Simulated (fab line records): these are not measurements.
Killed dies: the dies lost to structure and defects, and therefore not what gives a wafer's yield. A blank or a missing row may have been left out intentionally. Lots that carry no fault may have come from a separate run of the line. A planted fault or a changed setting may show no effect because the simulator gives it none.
fab line records ; flow sky130 ; part 2 of 2: steps 27 to 37 of 37
record lots=5; wafers=15; lastDay=50
route steps=708 shown METAL3@563 VIA3@573 METAL4@598
lots untouched by any fault: they come from a run of this same line in which no faults occurred
startH: start of the lot's first displayed wafer, in hours after the record's first day ; waitH: hours from the lot's prior step to this one ; " same as the row above ; L1.1+2: several wafers, shown together as one row ; - either no value or no given start ; * or withheld: withheld ; < > ~ a bound
route shown NAME@n: NAME is a module with steps in the file, n the number in the route of the first one ; usual: mean and standard deviation over wafers with no fault ; same: alike in all rows ; chamber/n: place in a boat ; sites: each site's reading ; _std_site: standard deviation across them ; _edge_site: outer sites' mean less inner sites' ; radiusMm: for every site, how far away it sits from the centre of the wafer ; mask NAME#n: copy n ; behind: tool/chamber where the wafer was last shaped ; hold: why the lot was held/for how many hours/how that ended ; device: which transistor (n, p or np) failed to switch ; end of line: at the end of the route, the tests of the same wafers ; step lacking rows: just its recipe ; killed: at the first sort, the dies lost to defects and structure; wafer yield is something else ; map: dies across one wafer; x = killed, . = not, _ = none there
set.NAME: the setting that was run; set.NAME@STEP: the one run at that earlier step ; model.NAME: the simulator's own value behind a step, which no gauge read
certain route steps with their lots: each step a table, each wafer a row
services: from which hour (startH, from the record's first day; less than 0 if before it) a tool's chamber was out of use, for how many hours, and why
## steps
# step SKY_VIA3_STRIP_16
# recipe chemistry=O2/N2; powerW=1400; pressureMtorr=1500; platenTempC=withheld; o2FlowSccm=3000; n2FlowSccm=300; overashFraction=0.5
# usual drypumpMotorCurrentA=5.8/0.3; oesProductAu=0.402/0.0051; stripTimeToEndpointS=4.139/0.022
lot.wafer;tool;chamber;startH;waitH;drypumpMotorCurrentA;oesProductAu;rfHoursCounterH;stripTimeToEndpointS
L078.1;plasmaAsher-04;1;969.69;0.0;6.3;0.403;116;4.159
L078.2;plasmaAsher-04;0;969.69;0.0;5.7;0.404;116;4.147
L078.3;plasmaAsher-04;0;969.69;0.0;5.8;0.393;-;4.152
L082.2;plasmaAsher-01;0;990.89;0.0;5.5;0.400;58;4.119
L082.3;plasmaAsher-01;0;990.89;0.0;5.5;0.400;-;4.158
L082.6;plasmaAsher-01;1;990.89;0.0;5.4;0.399;-;4.130
L083.1;plasmaAsher-01;0;991.72;0.0;5.4;0.407;58;4.144
L083.2;plasmaAsher-01;1;991.72;0.0;5.4;0.405;58;4.147
L083.3;plasmaAsher-01;0;991.72;0.0;5.4;0.398;-;4.145
L091.3;plasmaAsher-01;1;1047.72;0.1;5.4;0.399;-;4.128
L091.5;plasmaAsher-01;0;1047.72;0.1;5.5;0.395;-;4.159
L091.6;plasmaAsher-01;1;1047.72;0.1;5.4;0.400;-;4.146
L097.1;plasmaAsher-02;1;1080.39;0.0;5.8;0.415;33;4.171
L097.5;plasmaAsher-02;0;1080.39;0.0;5.8;0.394;-;4.136
L097.6;plasmaAsher-02;1;1080.39;0.0;5.8;0.404;-;4.134
# step SKY_VIA3_STRIP_17
# recipe chemistry=postEtchResidueRemover; timeS=1200; tempC=72.5
lot.wafer;tool;chamber;startH;waitH
L078.1+2+3;wetBench-02;1;969.79;0.1
L082.2+3+6;wetBench-01;1;990.99;0.1
L083.1+2+3;wetBench-04;3;991.82;0.1
L091.3+5+6;wetBench-01;2;1047.79;0.0
L097.1+5+6;wetBench-02;1;1080.49;0.1
# step SKY_VIA3_CLEAN_18
# recipe chemistry=IPA; timeS=180; tempC=25
lot.wafer;tool;chamber;startH;waitH
L078.1+2+3;wetBench-01;2;970.13;0.0
L082.2+3+6;wetBench-02;3;991.33;0.0
L083.1+2+3;wetBench-02;1;992.16;0.0
L091.3+5+6;wetBench-04;2;1048.13;0.0
L097.1+5+6;wetBench-02;0;1080.86;0.0
# step SKY_VIA3_CLEAN_19
# recipe chemistry=O3/DIW; dry=n2Spin
lot.wafer;tool;chamber;startH;waitH
L078.1+2+3;wetBench-01;0;970.19;0.0
L082.2+3+6;wetBench-01;0;991.39;0.0
L083.1+2+3;wetBench-04;2;992.22;0.0
L091.3+5+6;wetBench-02;3;1048.19;0.0
L097.1+5+6;wetBench-01;0;1080.93;0.0
# step SKY_VIA3_SPUTTER_20
# recipe material=TiN; targetThkNm=20; chamberPressurePa=5; powerW=4000; timeS=80
# usual throttleValvePct=29.9/0.75
lot.wafer;tool;chamber;startH;waitH;throttleValvePct
L078.1;pvdSputter-02;-;970.28;0.0;29.7
L078.2;pvdSputter-02;-;970.28;0.0;29.7
L078.3;pvdSputter-02;-;970.28;0.0;30.7
L082.2;pvdSputter-04;-;991.48;0.0;30.4
L082.3;pvdSputter-04;-;991.48;0.0;29.6
L082.6;pvdSputter-04;-;991.48;0.0;30.6
L083.1;pvdSputter-04;-;992.31;0.0;29.6
L083.2;pvdSputter-04;-;992.31;0.0;31.1
L083.3;pvdSputter-04;-;992.31;0.0;30.7
L091.3;pvdSputter-04;-;1048.29;0.0;31.2
L091.5;pvdSputter-04;-;1048.29;0.0;30.5
L091.6;pvdSputter-04;-;1048.29;0.0;29.4
L097.1;pvdSputter-04;-;1081.03;0.0;29.4
L097.5;pvdSputter-04;-;1081.03;0.0;30.8
L097.6;pvdSputter-04;-;1081.03;0.0;29.6
# step SKY_VIA3_CVD_21
# recipe material=W; targetThkNm=390; timeS=117.31; tempC=400; pressureTorr=40
# usual heaterPowerW=789/88
lot.wafer;tool;chamber;startH;waitH;heaterPowerW
L078.1;cvdW-02;1;970.34;0.0;886
L078.2;cvdW-02;0;970.34;0.0;820
L078.3;cvdW-02;1;970.34;0.0;880
L082.2;cvdW-02;1;991.54;0.0;863
L082.3;cvdW-02;0;991.54;0.0;819
L082.6;cvdW-02;0;991.54;0.0;789
L083.1;cvdW-02;1;992.37;0.0;871
L083.2;cvdW-02;0;992.37;0.0;759
L083.3;cvdW-02;1;992.37;0.0;866
L091.3;cvdW-02;1;1048.39;0.1;887
L091.5;cvdW-02;1;1048.39;0.1;890
L091.6;cvdW-02;0;1048.39;0.1;800
L097.1;cvdW-02;1;1081.09;0.0;911
L097.5;cvdW-02;1;1081.09;0.0;892
L097.6;cvdW-02;0;1081.09;0.0;816
# step SKY_VIA3_RS_MEAS_22
# recipe thkMeasGauge=four-point-probe; reads=W_of_VIA3_CVD_21+TiN_of_VIA3_SPUTTER_20
# usual VIA3_W_RS=0.2966/0.0026
lot.wafer;tool;chamber;startH;waitH;VIA3_W_RS[ohm/sq]
L078.1;filmMetro-01;-;970.46;0.1;0.3038
L078.2;filmMetro-01;-;970.46;0.1;0.2981
L078.3;filmMetro-01;-;970.46;0.1;0.3014
L082.2;filmMetro-02;-;991.68;0.1;0.2991
L082.3;filmMetro-02;-;991.68;0.1;0.2983
L082.6;filmMetro-02;-;991.68;0.1;0.2943
L083.1;filmMetro-01;-;992.49;0.1;0.3001
L083.2;filmMetro-01;-;992.49;0.1;0.2981
L083.3;filmMetro-01;-;992.49;0.1;0.2980
L091.3;filmMetro-03;-;1048.51;0.1;0.2984
L091.5;filmMetro-03;-;1048.51;0.1;0.2961
L091.6;filmMetro-03;-;1048.51;0.1;0.2981
L097.1;filmMetro-02;-;1081.22;0.1;0.2969
L097.5;filmMetro-02;-;1081.22;0.1;0.2968
L097.6;filmMetro-02;-;1081.22;0.1;0.2967
# step SKY_VIA3_THK_MEAS_23
# recipe thkMeasGauge=xrf; reads=W_of_VIA3_CVD_21
# usual VIA3_W_THK=372/4.6
lot.wafer;tool;chamber;startH;waitH;VIA3_W_THK[nm]
L078.1;filmMetro-01;-;970.58;0.1;358
L078.2;filmMetro-01;-;970.58;0.1;364
L078.3;filmMetro-01;-;970.58;0.1;361
L082.2;filmMetro-02;-;991.79;0.1;372
L082.3;filmMetro-02;-;991.79;0.1;371
L082.6;filmMetro-02;-;991.79;0.1;377
L083.1;filmMetro-01;-;992.61;0.1;369
L083.2;filmMetro-01;-;992.61;0.1;372
L083.3;filmMetro-01;-;992.61;0.1;367
L091.3;filmMetro-03;-;1048.61;0.1;369
L091.5;filmMetro-03;-;1048.61;0.1;374
L091.6;filmMetro-03;-;1048.61;0.1;372
L097.1;filmMetro-02;-;1081.34;0.1;376
L097.5;filmMetro-02;-;1081.34;0.1;375
L097.6;filmMetro-02;-;1081.34;0.1;375
# step SKY_VIA3_CMP_24
# recipe stopOn=SiO2; tOverpolishS=20; downForcePsi=3.5; platenRpm=60; targetThkNm=0; padVelocityMS=0.94248
# usual motorCurrentA=10.9/1.2; overpolishRunS=20.000/0.0093; timeToEndpointS=96/4.2
lot.wafer;tool;chamber;startH;waitH;motorCurrentA;overpolishRunS;timeToEndpointS
L078.2;cmp-02;3;970.69;0.1;9.7;19.991;94
L078.1;cmp-02;0;970.69;0.1;11.6;20.002;96
L078.3;cmp-02;1;970.69;0.1;12.7;20.018;98
L082.2;cmp-02;2;991.84;0.0;9.0;20.003;84
L082.3;cmp-02;1;991.84;0.0;12.8;19.992;94
L082.6;cmp-02;3;991.84;0.0;10.6;19.991;94
L083.2;cmp-02;2;992.67;0.0;9.3;20.003;92
L083.3;cmp-02;3;992.67;0.0;10.1;19.981;95
L083.1;cmp-02;0;992.67;0.0;12.1;19.977;99
L091.3;cmp-01;0;1048.80;0.2;11.0;19.985;96
L091.6;cmp-01;1;1048.80;0.2;11.5;19.998;91
L091.5;cmp-01;2;1048.80;0.2;10.6;19.994;98
L097.1;cmp-01;3;1081.60;0.2;12.1;19.999;93
L097.5;cmp-01;2;1081.60;0.2;10.8;19.990;98
L097.6;cmp-01;3;1081.60;0.2;11.4;19.988;92
# step SKY_METAL4_SPUTTER_00
# recipe material=Ti; targetThkNm=15; powerW=3000; timeS=10; chamberPressurePa=0.4
# usual throttleValvePct=29.3/0.93
lot.wafer;tool;chamber;startH;waitH;throttleValvePct
L078.1;pvdSputter-01;-;970.94;0.1;28.8
L078.2;pvdSputter-01;-;970.94;0.1;29.4
L078.3;pvdSputter-01;-;970.94;0.1;29.3
L082.2;pvdSputter-02;-;992.14;0.2;29.9
L082.3;pvdSputter-02;-;992.14;0.2;31.1
L082.6;pvdSputter-02;-;992.14;0.2;29.8
L083.1;pvdSputter-01;-;992.97;0.1;30.9
L083.2;pvdSputter-01;-;992.97;0.1;29.6
L083.3;pvdSputter-01;-;992.97;0.1;29.0
L091.3;pvdSputter-03;-;1048.95;0.1;29.3
L091.5;pvdSputter-03;-;1048.95;0.1;29.2
L091.6;pvdSputter-03;-;1048.95;0.1;29.5
L097.1;pvdSputter-03;-;1081.85;0.2;27.1
L097.5;pvdSputter-03;-;1081.85;0.2;29.4
L097.6;pvdSputter-03;-;1081.85;0.2;27.5
# step SKY_METAL4_SPUTTER_01
# recipe material=TiN; targetThkNm=20; powerW=6500; timeS=16.7; chamberPressurePa=0.4
# usual throttleValvePct=29.3/0.94
lot.wafer;tool;chamber;startH;waitH;throttleValvePct
L078.1;pvdSputter-01;-;970.97;0.0;28.4
L078.2;pvdSputter-01;-;970.97;0.0;29.2
L078.3;pvdSputter-01;-;970.97;0.0;29.2
L082.2;pvdSputter-02;-;992.17;0.0;29.7
L082.3;pvdSputter-02;-;992.17;0.0;30.8
L082.6;pvdSputter-02;-;992.17;0.0;29.8
L083.1;pvdSputter-01;-;993.00;0.0;31.0
L083.2;pvdSputter-01;-;993.00;0.0;29.3
L083.3;pvdSputter-01;-;993.00;0.0;29.1
L091.3;pvdSputter-03;-;1048.98;0.0;29.3
L091.5;pvdSputter-03;-;1048.98;0.0;29.4
L091.6;pvdSputter-03;-;1048.98;0.0;29.7
L097.1;pvdSputter-03;-;1081.87;0.0;27.1
L097.5;pvdSputter-03;-;1081.87;0.0;29.7
L097.6;pvdSputter-03;-;1081.87;0.0;27.1
## services
tool;chamber;startH;hours;kind
cmp-02;-;920.02;6.2;pm
cmp-02;-;926.20;4.0;pm
krfScanner-01;-;926.77;0.3;repair
krfScanner-01;-;930.72;1.6;repair
cmp-01;-;932.08;3.0;repair
wetBench-03;-;934.10;0.7;repair
cmp-02;-;935.11;6.6;pm
krfScanner-01;-;940.82;1.0;pm
cvdW-02;-;962.91;0.6;repair
rieDiel-04;3;966.24;6.9;repair
hdpcvd-02;0;969.72;3.0;repair
plasmaAsher-01;-;971.88;0.8;repair
krfScanner-01;-;976.60;0.8;pm
hdpcvd-02;2;989.88;12.0;repair
wetBench-03;-;993.08;43.3;pm
rieDiel-04;1;993.94;7.2;repair
rieDiel-04;-;999.06;0.7;repair
rieMetal-04;0;1019.67;4.6;repair
rieMetal-03;-;1024.43;2.8;pm
pvdSputter-04;-;1029.32;9.2;repair
cmp-02;-;1077.02;0.2;repair
cmp-02;-;1077.90;8.1;repair
rieMetal-03;-;1078.87;28.1;pm
rieMetal-04;-;1079.31;11.2;repair
